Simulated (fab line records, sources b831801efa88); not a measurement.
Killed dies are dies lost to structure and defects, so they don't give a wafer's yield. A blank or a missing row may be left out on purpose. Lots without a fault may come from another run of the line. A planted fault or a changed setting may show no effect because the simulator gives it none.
Tool commonality check | flow sky130 | 11 lots, 33 wafers sampled

WHY IT WAS OPENED
At SKY_PWDE_TW_MEAS_10 the reading PWDE_TW is flagged on 2 of 11 lots. Wafers without a fault read 372, standard deviation 3.8.
Rule: a lot is flagged when every wafer of it that has a number lies more than 4 standard deviations from that mean, or none has a number. The other lots count as sound.

lot  | measured    | on            | PWDE_TW, wafer by wafer | flag
L511 | day 3 16:36 | film_metro-01 | 368 368 369             |
L512 | day 4 03:05 | film_metro-02 | 379 376 378             |
L514 | day 4 11:53 | film_metro-02 | 379 377 379             |
L516 | day 5 04:47 | film_metro-03 | 371 374 375             |
L518 | day 5 17:16 | film_metro-02 | 375 372 376             |
L520 | day 6 04:27 | film_metro-01 | 366 368 367             |
L523 | day 6 17:58 | film_metro-03 | 462 460 461             | FLAGGED
L526 | day 7 09:49 | film_metro-01 | 368 369 368             |
L529 | day 8 03:16 | film_metro-03 | 459 458 458             | FLAGGED
L533 | day 9 18:16 | film_metro-03 | 375 375 375             |
L534 | day 9 18:37 | film_metro-02 | 375 374 374             |
The numbers of the flagged lots are 460 on average: +88 against the usual, or +23 standard deviations.

WHICH TOOL RAN EACH LOT
The record holds 1 process step before the reading, out of a route of 708 steps. In each cell: the tool, then ch and the chambers that the sampled wafers went through, then the start.
lot  | flag    | SKY_PWDE_IMPLANT_08
L511 |         | implanter-04 ch 0, day 3 16:21
L512 |         | implanter-01 ch 0, day 4 02:53
L514 |         | implanter-01 ch 0, day 4 11:39
L516 |         | implanter-04 ch 0, day 5 04:34
L518 |         | implanter-04 ch 0, day 5 17:00
L520 |         | implanter-04 ch 0, day 6 04:12
L523 | FLAGGED | implanter-03 ch 0, day 6 17:22
L526 |         | implanter-03 ch 0, day 7 09:34
L529 | FLAGGED | implanter-03 ch 0, day 8 02:42
L533 |         | implanter-04 ch 0, day 9 18:01
L534 |         | implanter-01 ch 0, day 9 18:22
What these steps do:
- SKY_PWDE_IMPLANT_08
- SKY_PWDE_TW_MEAS_10

FLAGGED OVER TOTAL, TOOL BY TOOL (the gauges that took the reading come last)
step                | tool          | lots run | flagged | share of the flagged lots | sound lots run after its first flagged lot
SKY_PWDE_IMPLANT_08 | implanter-01  | 3        | 0       | none                      | -
SKY_PWDE_IMPLANT_08 | implanter-03  | 3        | 2       | all                       | 1 (L526)
SKY_PWDE_IMPLANT_08 | implanter-04  | 5        | 0       | none                      | -
SKY_PWDE_TW_MEAS_10 | film_metro-01 | 3        | 0       | none                      | -
SKY_PWDE_TW_MEAS_10 | film_metro-02 | 4        | 0       | none                      | -
SKY_PWDE_TW_MEAS_10 | film_metro-03 | 4        | 2       | all                       | 1 (L533)

WHAT THE TABLE ALLOWS
2 rows of the table ran every flagged lot: implanter-03 at SKY_PWDE_IMPLANT_08, film_metro-03 at SKY_PWDE_TW_MEAS_10.
- implanter-03 at SKY_PWDE_IMPLANT_08: 2 of its 3 lots flagged. Sound lots ran on it after the first flagged one (L526), which a lasting fault on the whole tool wouldn't allow.
- film_metro-03 at SKY_PWDE_TW_MEAS_10: 2 of its 4 lots flagged. Sound lots ran on it after the first flagged one (L533), which a lasting fault on the whole tool wouldn't allow.
No row of the table ran every flagged lot and no sound lot after the first.

WHAT THE SIMULATOR HAD PUT IN
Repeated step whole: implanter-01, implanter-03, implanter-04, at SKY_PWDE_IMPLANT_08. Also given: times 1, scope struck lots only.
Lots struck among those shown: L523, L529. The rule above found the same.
